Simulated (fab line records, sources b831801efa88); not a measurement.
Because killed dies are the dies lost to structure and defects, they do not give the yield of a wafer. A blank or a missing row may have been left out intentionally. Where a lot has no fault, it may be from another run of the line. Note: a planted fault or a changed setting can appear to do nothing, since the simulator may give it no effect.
fab line records + flow sfq-line
record
- lots=6
- wafers=18
- last-day=86
route steps=325 shown I0@47 M1@58
lots untouched by any fault: they come from a run of this same line in which no faults occurred
start-h: start of the lot's first displayed wafer, in hours after the record's first day + wait-h: how many hours have passed since the lot's step before this one + " unchanged from the row above + L1.1+2: one row covering several wafers at once + - value missing, or start not given + * or withheld: withheld + < > ~ a bound
route shown NAME@n: names a module that has steps shown in the file, with the first one's number in the route + usual: mean/standard deviation of fault-free wafers + same: alike in all rows + chamber/n: place in a boat + sites: readings site by site + _std_site: standard deviation across them + _edge_site: outer sites' mean less inner sites' + radius-mm: how far each site lies from the wafer's centre + mask NAME#n: copy n + behind: tool/chamber where the wafer was last shaped + hold: cause of the lot's hold/its duration in hours/its outcome + device: which transistor (n, p or np) failed to switch + end of line: the same wafers' tests at the end of the route + a step given without rows: its recipe and nothing more + killed: dies lost to structure and defects at the first sort, not the wafer's yield + map: dies across one wafer; x = killed, . = not, _ = none there
set.NAME: the setting the step ran with; set.NAME@STEP: the setting that earlier step ran with + model.NAME: the simulator's own value behind a step, which no gauge read
certain route steps with their lots: each step a table, each wafer a row
services: when a tool's chamber went out of use (start-h, in hours from the record's first day, below 0 if earlier), for how many hours, and the reason
## steps
# step SFQ_TRILAYER_I0_VIA_LITHO_COAT_036
# recipe
- resist=BARC
- spin-rpm=3000
- resist-thk-nm=62
# step SFQ_TRILAYER_I0_VIA_LITHO_COAT_031
# recipe
- resist=KrF
- spin-rpm=3000
- resist-thk-nm=650
# step SFQ_TRILAYER_I0_VIA_LITHO_SOFTBAKE_035
# recipe
- temp-c=withheld
- time-s=withheld
- resist=KrF
# step SFQ_TRILAYER_I0_VIA_LITHO_EXPOSE_032
# recipe
- mask-id=I0
- na=0.6
- source-shape=conventional
- sigma-outer=0.65
- target-cd-nm=500
- dose-mj=21.3
# step SFQ_TRILAYER_I0_VIA_LITHO_PEB_034
# recipe
- peb-temp-c=115
- peb-time-s=60
- resist=KrF
# step SFQ_TRILAYER_I0_VIA_LITHO_DEVELOP_033
# recipe
- time-s=60
- resist=KrF
# step SFQ_I0_OVL_MEAS_908
# usual
- I0_OVL=-1/4.6
| lot.wafer | tool       | chamber | start-h | wait-h | I0_OVL[nm] |
|-----------|------------|---------|---------|--------|------------|
| L210.1    | overlay-02 | -       | 376.50  | 0.1    | 0          |
| L210.2    | "          | -       | "       | "      | 6          |
| L210.4    | "          | -       | "       | "      | -1         |
| L212.1    | overlay-01 | -       | 396.94  | 0.1    | 1          |
| L212.2    | "          | -       | "       | "      | 0          |
| L212.3    | "          | -       | "       | "      | -8         |
| L214.2    | overlay-01 | -       | 414.94  | 0.1    | -6         |
| L214.3    | "          | -       | "       | "      | 0          |
| L214.5    | "          | -       | "       | "      | -12        |
| L217.2    | overlay-01 | -       | 444.94  | 0.1    | 4          |
| L217.3    | "          | -       | "       | "      | 4          |
| L217.4    | "          | -       | "       | "      | 6          |
| L224.2    | overlay-01 | -       | 498.74  | 0.1    | 7          |
| L224.5    | "          | -       | "       | "      | 9          |
| L224.6    | "          | -       | "       | "      | 10         |
| L228.2    | overlay-02 | -       | 513.14  | 0.1    | 6          |
| L228.5    | "          | -       | "       | "      | 2          |
| L228.6    | "          | -       | "       | "      | 8          |
# step SFQ_TRILAYER_I0_VIA_BARC_OPEN_VIA_ETCH_046
# recipe
- mask-material=PR
- chemistry=O2
- target-depth-nm=125
- target=BARC
- source-w=500
- bias-w=80
- pressure-mtorr=30
- time-s=41.7
# usual
- drypump-motor-current-A=6.0/0.38
- oes-product-au=0.685/0.0045
- rf-fwd-power-W=494.4/2.5
| lot.wafer | tool        | chamber | start-h | wait-h | drypump-motor-current-A | oes-product-au | rf-fwd-power-W | rf-hours-counter-h |
|-----------|-------------|---------|---------|--------|-------------------------|----------------|----------------|--------------------|
| L210.1    | rie-diel-04 | 2       | 376.54  | 0.0    | 5.9                     | 0.678          | 496.6          | 93                 |
| L210.2    | "           | 0       | "       | "      | 6.2                     | 0.683          | 496.4          | 27                 |
| L210.4    | "           | 3       | "       | "      | 5.9                     | 0.685          | 498.2          | 94                 |
| L212.1    | rie-diel-01 | 2       | 396.97  | 0.0    | 5.5                     | 0.685          | 493.6          | 36                 |
| L212.2    | "           | 0       | "       | "      | 6.8                     | 0.689          | 496.5          | 48                 |
| L212.3    | "           | 1       | "       | "      | 6.4                     | 0.676          | 495.2          | 2                  |
| L214.2    | rie-diel-01 | 3       | 414.97  | 0.0    | 5.8                     | 0.686          | 490.6          | 98                 |
| L214.3    | "           | 2       | "       | "      | 5.5                     | 0.682          | 493.5          | 36                 |
| L214.5    | "           | 1       | "       | "      | 6.4                     | 0.693          | 496.4          | -                  |
| L217.2    | rie-diel-04 | 3       | 444.97  | 0.0    | 5.9                     | 0.689          | 495.9          | 95                 |
| L217.3    | "           | 0       | "       | "      | 6.2                     | 0.685          | 496.0          | 27                 |
| L217.4    | "           | 1       | "       | "      | 5.5                     | 0.680          | 495.4          | 73                 |
| L224.2    | rie-diel-04 | 1       | 498.77  | 0.0    | 5.4                     | 0.684          | 493.7          | 73                 |
| L224.5    | "           | 2       | "       | "      | 5.9                     | 0.683          | 493.8          | -                  |
| L224.6    | "           | 3       | "       | "      | 5.9                     | 0.679          | 499.2          | -                  |
| L228.2    | rie-diel-03 | 0       | 513.17  | 0.0    | 6.1                     | 0.680          | 493.4          | 1                  |
| L228.5    | "           | 0       | "       | "      | 6.1                     | 0.683          | 495.3          | -                  |
| L228.6    | "           | 1       | "       | "      | 6.2                     | 0.680          | 488.9          | -                  |
# step SFQ_TRILAYER_I0_VIA_ETCH_VIA_ETCH_034
# recipe
- target=SiO2
- stop-on=Nb
- mask-material=PR
- taper-deg=20
- chemistry=CHF3
- target-depth-nm=260
- source-w=500
- bias-w=80
- pressure-mtorr=30
- time-s=withheld
# usual
- drypump-motor-current-A=6.0/0.39
- oes-product-au=0.864/0.0051
- rf-fwd-power-W=498.0/1.7
| lot.wafer | tool        | chamber | start-h | wait-h | drypump-motor-current-A | oes-product-au | rf-fwd-power-W |
|-----------|-------------|---------|---------|--------|-------------------------|----------------|----------------|
| L210.1    | rie-diel-04 | 2       | 376.58  | 0.0    | 5.9                     | 0.861          | 497.0          |
| L210.2    | "           | 0       | "       | "      | 6.2                     | 0.855          | 500.0          |
| L210.4    | "           | 3       | "       | "      | 5.9                     | 0.860          | 500.1          |
| L212.1    | rie-diel-01 | 2       | 397.01  | 0.0    | 5.5                     | 0.858          | 498.6          |
| L212.2    | "           | 0       | "       | "      | 6.7                     | 0.864          | 498.2          |
| L212.3    | "           | 1       | "       | "      | 6.3                     | 0.867          | 498.3          |
| L214.2    | rie-diel-01 | 3       | 415.01  | 0.0    | 5.8                     | 0.869          | 496.0          |
| L214.3    | "           | 2       | "       | "      | 5.5                     | 0.854          | 495.7          |
| L214.5    | "           | 1       | "       | "      | 6.3                     | 0.863          | 501.9          |
| L217.2    | rie-diel-04 | 3       | 445.01  | 0.0    | 5.9                     | 0.868          | 495.5          |
| L217.3    | "           | 0       | "       | "      | 6.2                     | 0.869          | 499.6          |
| L217.4    | "           | 1       | "       | "      | 5.4                     | 0.870          | 496.8          |
| L224.2    | rie-diel-04 | 1       | 498.81  | 0.0    | 5.5                     | 0.869          | 498.7          |
| L224.5    | "           | 2       | "       | "      | 5.9                     | 0.851          | 495.6          |
| L224.6    | "           | 3       | "       | "      | 5.9                     | 0.865          | 498.8          |
| L228.2    | rie-diel-03 | 0       | 513.21  | 0.0    | 6.0                     | 0.871          | 500.0          |
| L228.5    | "           | 0       | "       | "      | 6.1                     | 0.861          | 498.9          |
| L228.6    | "           | 1       | "       | "      | 6.2                     | 0.863          | 497.4          |
# step SFQ_TRILAYER_I0_VIA_STRIP_STRIP_035
# recipe
- gas=O2
- power-w=200
- platen-temp-c=40
- overash-fraction=0.65
- chemistry=O2
- pressure-mtorr=50
# usual
- drypump-motor-current-A=5.7/0.63
- oes-product-au=1.000/0.0066
| lot.wafer | tool         | chamber | start-h | wait-h | drypump-motor-current-A | oes-product-au | rf-hours-counter-h |
|-----------|--------------|---------|---------|--------|-------------------------|----------------|--------------------|
| L210.1    | rie-metal-04 | 0       | 376.69  | -      | 4.8                     | 1.006          | 50                 |
| L210.2    | "            | 1       | "       | "      | 5.8                     | 1.002          | 44                 |
| L210.4    | "            | 0       | "       | "      | 4.8                     | 1.009          | -                  |
| L212.1    | rie-metal-04 | 0       | 397.13  | -      | 4.8                     | 0.993          | 54                 |
| L212.2    | "            | 1       | "       | "      | 5.8                     | 1.002          | 49                 |
| L212.3    | "            | 1       | "       | "      | 5.8                     | 1.002          | -                  |
| L214.2    | rie-metal-01 | 1       | 415.13  | -      | 6.2                     | 1.001          | 44                 |
| L214.3    | "            | 1       | "       | "      | 6.2                     | 1.006          | -                  |
| L214.5    | "            | 0       | "       | "      | 5.3                     | 1.003          | -                  |
| L217.2    | rie-metal-04 | 0       | 445.13  | -      | 4.8                     | 1.007          | 62                 |
| L217.3    | "            | 0       | "       | "      | 4.8                     | 0.999          | -                  |
| L217.4    | "            | 1       | "       | "      | 5.8                     | 1.006          | -                  |
| L224.2    | rie-metal-01 | 0       | 498.93  | -      | 5.3                     | 0.996          | 104                |
| L224.5    | "            | 0       | "       | "      | 5.3                     | 1.011          | -                  |
| L224.6    | "            | 1       | "       | "      | 6.2                     | 0.997          | -                  |
| L228.2    | rie-metal-01 | 0       | 513.33  | -      | 5.3                     | 1.006          | 105                |
| L228.5    | "            | 0       | "       | "      | 5.3                     | 0.993          | -                  |
| L228.6    | "            | 1       | "       | "      | 6.2                     | 1.004          | -                  |
# step SFQ_TRILAYER_I0_VIA_STRIP_SOLV_CLEAN_036
# recipe
- chemistry=NMP
- temp-c=70
- time-s=600
# step SFQ_TRILAYER_M1_DEP_PRE_CLEAN_038
# recipe
- gas=Ar
- time-s=22.5
- bias-v=250
# step SFQ_TRILAYER_M1_DEP_SPUTTER_037
# recipe
- material=Nb
- base-pressure-pa=1.33e-06
- chamber-pressure-pa=0.1333
- substrate-temp-c=20
- resputter-cathode-voltage-v=400
- target-thk-nm=200
- power-w=2000
- time-s=133.3
# usual
- throttle-valve-pct=29.6/1.1
| lot.wafer | tool           | chamber | start-h | wait-h | throttle-valve-pct |
|-----------|----------------|---------|---------|--------|--------------------|
| L210.1    | pvd-sputter-04 | -       | 377.49  | 0.0    | 30.5               |
| L210.2    | "              | -       | "       | "      | 30.8               |
| L210.4    | "              | -       | "       | "      | 28.9               |
| L212.1    | pvd-sputter-06 | -       | 397.93  | 0.0    | 29.2               |
| L212.2    | "              | -       | "       | "      | 27.9               |
| L212.3    | "              | -       | "       | "      | 28.8               |
| L212.1    | pvd-sputter-06 | -       | 398.19  | 0.2    | 29.4               |
| L212.2    | "              | -       | "       | "      | 27.9               |
| L212.3    | "              | -       | "       | "      | 28.6               |
| L214.2    | pvd-sputter-06 | -       | 415.93  | 0.0    | 30.2               |
| L214.3    | "              | -       | "       | "      | 29.3               |
| L214.5    | "              | -       | "       | "      | 28.0               |
| L217.2    | pvd-sputter-03 | -       | 445.93  | 0.0    | 31.2               |
| L217.3    | "              | -       | "       | "      | 30.0               |
| L217.4    | "              | -       | "       | "      | 29.9               |
| L217.2    | pvd-sputter-03 | -       | 446.19  | 0.2    | 31.3               |
| L217.3    | "              | -       | "       | "      | 30.3               |
| L217.4    | "              | -       | "       | "      | 30.0               |
| L224.2    | pvd-sputter-04 | -       | 499.73  | 0.0    | 29.0               |
| L224.5    | "              | -       | "       | "      | 29.1               |
| L224.6    | "              | -       | "       | "      | 30.6               |
| L228.2    | pvd-sputter-04 | -       | 514.15  | 0.0    | 30.2               |
| L228.5    | "              | -       | "       | "      | 29.0               |
| L228.6    | "              | -       | "       | "      | 30.3               |
# step SFQ_M1_RS_MEAS_909
# recipe
- thk-meas-gauge=four-point-probe
- reads=Nb_of_TRILAYER_M1_DEP_SPUTTER_037
# usual
- M1_NB_RS=0.890/0.0082
| lot.wafer | tool          | chamber | start-h | wait-h | M1_NB_RS[ohm/sq] |
|-----------|---------------|---------|---------|--------|------------------|
| L210.1    | film-metro-01 | -       | 377.58  | 0.0    | 0.889            |
| L210.2    | "             | -       | "       | "      | 0.886            |
| L210.4    | "             | -       | "       | "      | 0.888            |
| L212.1    | film-metro-03 | -       | 398.28  | 0.0    | 0.437            |
| L212.2    | "             | -       | "       | "      | 0.439            |
| L212.3    | "             | -       | "       | "      | 0.439            |
| L214.2    | film-metro-02 | -       | 416.04  | 0.1    | 0.903            |
| L214.3    | "             | -       | "       | "      | 0.893            |
| L214.5    | "             | -       | "       | "      | 0.898            |
| L217.2    | film-metro-03 | -       | 446.30  | 0.1    | 0.447            |
| L217.3    | "             | -       | "       | "      | 0.448            |
| L217.4    | "             | -       | "       | "      | 0.447            |
| L224.2    | film-metro-01 | -       | 499.84  | 0.1    | 0.873            |
| L224.5    | "             | -       | "       | "      | 0.874            |
| L224.6    | "             | -       | "       | "      | 0.878            |
| L228.2    | film-metro-02 | -       | 514.26  | 0.1    | 0.889            |
| L228.5    | "             | -       | "       | "      | 0.892            |
| L228.6    | "             | -       | "       | "      | 0.891            |
# step SFQ_TRILAYER_M1_LITHO_COAT_044
# recipe
- resist=BARC
- spin-rpm=3000
- resist-thk-nm=62
# step SFQ_TRILAYER_M1_LITHO_COAT_039
# recipe
- resist=KrF
- spin-rpm=3000
- resist-thk-nm=600
# step SFQ_TRILAYER_M1_LITHO_SOFTBAKE_043
# recipe
- temp-c=withheld
- time-s=withheld
- resist=KrF
# step SFQ_TRILAYER_M1_LITHO_EXPOSE_040
# recipe
- mask-id=M1
- na=0.6
- source-shape=conventional
- sigma-outer=0.65
- target-cd-nm=500
- dose-mj=14.4
# step SFQ_TRILAYER_M1_LITHO_PEB_042
# recipe
- peb-temp-c=115
- peb-time-s=60
- resist=KrF
# step SFQ_TRILAYER_M1_LITHO_DEVELOP_041
# recipe
- time-s=60
- resist=KrF
# step SFQ_M1_OVL_MEAS_911
# usual
- M1_OVL=-2/7.1
| lot.wafer | tool       | chamber | start-h | wait-h | M1_OVL[nm] |
|-----------|------------|---------|---------|--------|------------|
| L210.1    | overlay-01 | -       | 380.14  | 0.1    | -9         |
| L210.2    | "          | -       | "       | "      | -12        |
| L210.4    | "          | -       | "       | "      | -12        |
| L212.1    | overlay-02 | -       | 525.26  | 0.1    | -7         |
| L212.2    | "          | -       | "       | "      | 0          |
| L212.3    | "          | -       | "       | "      | 4          |
| L214.2    | overlay-02 | -       | 554.07  | 0.1    | 7          |
| L214.3    | "          | -       | "       | "      | 9          |
| L214.5    | "          | -       | "       | "      | 4          |
| L217.2    | overlay-02 | -       | 606.87  | 0.1    | -4         |
| L217.3    | "          | -       | "       | "      | 3          |
| L217.4    | "          | -       | "       | "      | 2          |
| L224.2    | overlay-01 | -       | 663.72  | 0.1    | 7          |
| L224.5    | "          | -       | "       | "      | 9          |
| L224.6    | "          | -       | "       | "      | -1         |
| L228.2    | overlay-01 | -       | 675.72  | 0.1    | -7         |
| L228.5    | "          | -       | "       | "      | -3         |
| L228.6    | "          | -       | "       | "      | -3         |
# step SFQ_TRILAYER_M1_BARC_OPEN_METAL_ETCH_054
# recipe
- mask-material=PR
- chemistry=O2
- target-depth-nm=125
- target=BARC
- icp-w=600
- bias-w=80
- pressure-mtorr=10
- time-s=41.7
# usual
- drypump-motor-current-A=5.5/0.51
- oes-product-au=0.686/0.0049
- rf-fwd-power-W=592.6/2
| lot.wafer | tool         | chamber | start-h | wait-h | drypump-motor-current-A | oes-product-au | rf-fwd-power-W | rf-hours-counter-h |
|-----------|--------------|---------|---------|--------|-------------------------|----------------|----------------|--------------------|
| L210.1    | rie-metal-04 | 1       | 380.17  | 0.0    | 5.7                     | 0.688          | 589.5          | 45                 |
| L210.2    | "            | 0       | "       | "      | 4.8                     | 0.689          | 592.7          | 50                 |
| L210.4    | "            | 0       | "       | "      | 4.8                     | 0.680          | 592.3          | -                  |
| L212.1    | rie-metal-04 | 1       | 525.30  | 0.0    | 5.7                     | 0.687          | 591.4          | 67                 |
| L212.2    | "            | 0       | "       | "      | 4.8                     | 0.682          | 596.6          | 72                 |
| L212.3    | "            | 0       | "       | "      | 4.8                     | 0.682          | 595.0          | -                  |
| L214.2    | rie-metal-02 | 1       | 554.10  | 0.0    | 5.2                     | 0.680          | 593.5          | 78                 |
| L214.3    | "            | 1       | "       | "      | 5.2                     | 0.678          | 590.5          | -                  |
| L214.5    | "            | 1       | "       | "      | 5.2                     | 0.689          | 592.9          | -                  |
| L217.2    | rie-metal-04 | 0       | 606.90  | 0.0    | 4.8                     | 0.681          | 593.6          | 86                 |
| L217.3    | "            | 1       | "       | "      | 5.8                     | 0.694          | 591.3          | -                  |
| L217.4    | "            | 0       | "       | "      | 4.8                     | 0.687          | 594.8          | -                  |
| L224.2    | rie-metal-04 | 1       | 663.75  | 0.0    | 5.8                     | 0.682          | 592.0          | 85                 |
| L224.5    | "            | 0       | "       | "      | 4.8                     | 0.680          | 593.6          | -                  |
| L224.6    | "            | 1       | "       | "      | 5.8                     | 0.682          | 593.0          | -                  |
| L228.2    | rie-metal-02 | 1       | 675.75  | 0.0    | 5.2                     | 0.696          | 591.4          | 96                 |
| L228.5    | "            | 0       | "       | "      | 6.1                     | 0.692          | 591.4          | -                  |
| L228.6    | "            | 1       | "       | "      | 5.2                     | 0.682          | 592.0          | -                  |
# step SFQ_TRILAYER_M1_ETCH_METAL_ETCH_042
# recipe
- target=Nb
- stop-on=SiO2
- mask-material=PR
- chemistry=Cl2/Ar
- target-depth-nm=240
- icp-w=600
- bias-w=80
- pressure-mtorr=10
- time-s=120
# usual
- drypump-motor-current-A=5.5/0.51
- oes-product-au=0.894/0.0069
- rf-fwd-power-W=596.7/1.9
| lot.wafer | tool         | chamber | start-h | wait-h | drypump-motor-current-A | oes-product-au | rf-fwd-power-W | rf-hours-counter-h | model.etch.depth-nm | model.M1.feature-depth-nm |
|-----------|--------------|---------|---------|--------|-------------------------|----------------|----------------|--------------------|---------------------|---------------------------|
| L210.1    | rie-metal-04 | 1       | 380.23  | 0.0    | 5.8                     | 0.896          | 598.8          | 45                 | 199.9               | 199.9                     |
| L210.2    | "            | 0       | "       | "      | 4.8                     | 0.899          | 596.3          | 50                 | 200.3               | 200.3                     |
| L210.4    | "            | 0       | "       | "      | 4.8                     | 0.896          | 596.0          | -                  | 200.5               | 200.5                     |
| L212.1    | rie-metal-04 | 1       | 525.36  | 0.0    | 5.8                     | 1.014          | 596.8          | 67                 | 242.4               | 242.4                     |
| L212.2    | "            | 0       | "       | "      | 4.8                     | 1.005          | 596.6          | 73                 | 240.6               | 240.6                     |
| L212.3    | "            | 0       | "       | "      | 4.8                     | 1.003          | 598.0          | -                  | 240.7               | 240.7                     |
| L214.2    | rie-metal-02 | 1       | 554.16  | 0.0    | 5.2                     | 0.894          | 597.1          | 78                 | 197.5               | 197.5                     |
| L214.3    | "            | 1       | "       | "      | 5.2                     | 0.893          | 598.0          | -                  | 199.8               | 199.8                     |
| L214.5    | "            | 1       | "       | "      | 5.2                     | 0.889          | 597.8          | -                  | 198.6               | 198.6                     |
| L217.2    | rie-metal-04 | 0       | 606.96  | 0.0    | 4.8                     | 0.990          | 596.4          | 86                 | 239.1               | 239.1                     |
| L217.3    | "            | 1       | "       | "      | 5.7                     | 1.001          | 598.0          | -                  | 241.7               | 241.7                     |
| L217.4    | "            | 0       | "       | "      | 4.8                     | 0.999          | 597.9          | -                  | 241.2               | 241.2                     |
| L224.2    | rie-metal-04 | 1       | 663.81  | 0.0    | 5.8                     | 0.911          | 596.7          | 85                 | 203.7               | 203.7                     |
| L224.5    | "            | 0       | "       | "      | 4.8                     | 0.906          | 598.1          | -                  | 203.4               | 203.4                     |
| L224.6    | "            | 1       | "       | "      | 5.8                     | 0.902          | 596.1          | -                  | 203.1               | 203.1                     |
| L228.2    | rie-metal-02 | 1       | 675.81  | 0.0    | 5.2                     | 0.898          | 598.2          | 96                 | 200                 | 200                       |
| L228.5    | "            | 0       | "       | "      | 6.1                     | 0.892          | 592.2          | -                  | 199.9               | 199.9                     |
| L228.6    | "            | 1       | "       | "      | 5.2                     | 0.891          | 598.1          | -                  | 200.1               | 200.1                     |
# step SFQ_TRILAYER_M1_STRIP_STRIP_043
# recipe
- gas=O2
- power-w=200
- platen-temp-c=40
- overash-fraction=0.65
- chemistry=O2
- pressure-mtorr=48.65
# usual
- drypump-motor-current-A=5.5/0.51
- oes-product-au=1.002/0.0066
| lot.wafer | tool         | chamber | start-h | wait-h | drypump-motor-current-A | oes-product-au | rf-hours-counter-h |
|-----------|--------------|---------|---------|--------|-------------------------|----------------|--------------------|
| L210.1    | rie-metal-04 | 1       | 380.36  | 0.1    | 5.8                     | 1.005          | 45                 |
| L210.2    | "            | 0       | "       | "      | 4.8                     | 1.000          | 51                 |
| L210.4    | "            | 0       | "       | "      | 4.8                     | 0.991          | -                  |
| L212.1    | rie-metal-04 | 1       | 525.48  | 0.1    | 5.8                     | 0.996          | 67                 |
| L212.2    | "            | 0       | "       | "      | 4.8                     | 1.005          | 73                 |
| L212.3    | "            | 0       | "       | "      | 4.8                     | 0.988          | -                  |
| L214.2    | rie-metal-02 | 1       | 554.28  | 0.1    | 5.2                     | 0.996          | 78                 |
| L214.3    | "            | 1       | "       | "      | 5.2                     | 0.988          | -                  |
| L214.5    | "            | 1       | "       | "      | 5.2                     | 0.998          | -                  |
| L217.2    | rie-metal-04 | 0       | 607.08  | 0.1    | 4.8                     | 1.013          | 86                 |
| L217.3    | "            | 1       | "       | "      | 5.8                     | 1.012          | -                  |
| L217.4    | "            | 0       | "       | "      | 4.8                     | 1.013          | -                  |
| L224.2    | rie-metal-04 | 1       | 663.93  | 0.1    | 5.8                     | 1.017          | 85                 |
| L224.5    | "            | 0       | "       | "      | 4.8                     | 1.005          | -                  |
| L224.6    | "            | 1       | "       | "      | 5.8                     | 1.010          | -                  |
| L228.2    | rie-metal-02 | 1       | 675.93  | 0.1    | 5.2                     | 1.008          | 97                 |
| L228.5    | "            | 0       | "       | "      | 6.1                     | 1.003          | -                  |
| L228.6    | "            | 1       | "       | "      | 5.2                     | 0.993          | -                  |
## services
| tool           | chamber | start-h | hours | kind   |
|----------------|---------|---------|-------|--------|
| rie-diel-04    | -       | 358.48  | 2.1   | repair |
| rie-diel-04    | 2       | 364.46  | 5.5   | repair |
| pvd-sputter-06 | -       | 378.95  | 5.1   | repair |
| pvd-sputter-04 | -       | 383.54  | 0.8   | repair |
| pvd-sputter-03 | -       | 387.93  | 2.1   | repair |
| rie-diel-03    | 1       | 393.05  | 3.5   | repair |
| rie-diel-04    | 2       | 399.77  | 2.7   | repair |
| rie-diel-04    | 0       | 399.87  | 29.5  | repair |
| pvd-sputter-03 | -       | 425.60  | 1.7   | repair |
| rie-diel-03    | 2       | 445.14  | 3.1   | repair |
| rie-diel-04    | -       | 449.61  | 0.2   | repair |
| rie-diel-01    | 1       | 458.28  | 3.9   | repair |
| rie-diel-03    | -       | 462.68  | 2.8   | pm     |
| rie-diel-01    | 1       | 506.37  | 7.4   | repair |
| rie-diel-04    | -       | 506.95  | 0.3   | repair |
| rie-diel-03    | -       | 519.72  | 0.9   | repair |
| pvd-sputter-06 | -       | 525.90  | 0.8   | repair |
| rie-metal-04   | 1       | 568.46  | 8.6   | repair |
| rie-metal-02   | 0       | 575.51  | 4.6   | repair |
| rie-metal-02   | 0       | 592.82  | 10.0  | repair |
| pvd-sputter-03 | -       | 598.94  | 8.6   | repair |
| rie-metal-01   | 1       | 616.85  | 12.0  | repair |
| rie-diel-01    | 3       | 617.07  | 4.8   | repair |
| pvd-sputter-04 | -       | 623.79  | 2.4   | repair |
## key
first-sign
- step=SFQ_TRILAYER_M1_DEP_SPUTTER_037
- reading=visit
- direction=added
effect
- step=SFQ_M1_RS_MEAS_909
- reading=M1_NB_RS
- direction=down
- sigmas=55
- usual=0.890
- struck=0.443
effect
- step=SFQ_TRILAYER_M1_ETCH_METAL_ETCH_042
- reading=oes-product-au
- direction=up
- sigmas=16
- usual=0.894
- struck=1.002
model-effect
- step=SFQ_TRILAYER_M1_ETCH_METAL_ETCH_042
- value=etch.depth-nm
- without=200.6
- struck=240.9
met-at SFQ_TRILAYER_M1_DEP_SPUTTER_037
struck-wafers L212.1,L212.2,L212.3,L217.2,L217.3,L217.4
fault
- kind=repeated-step-whole
- tool=pvd-sputter-03,pvd-sputter-04,pvd-sputter-06
- chamber=-
- onset-h=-
- steps=SFQ_TRILAYER_M1_DEP_SPUTTER_037
- times=1
- scope=struck-lots-only
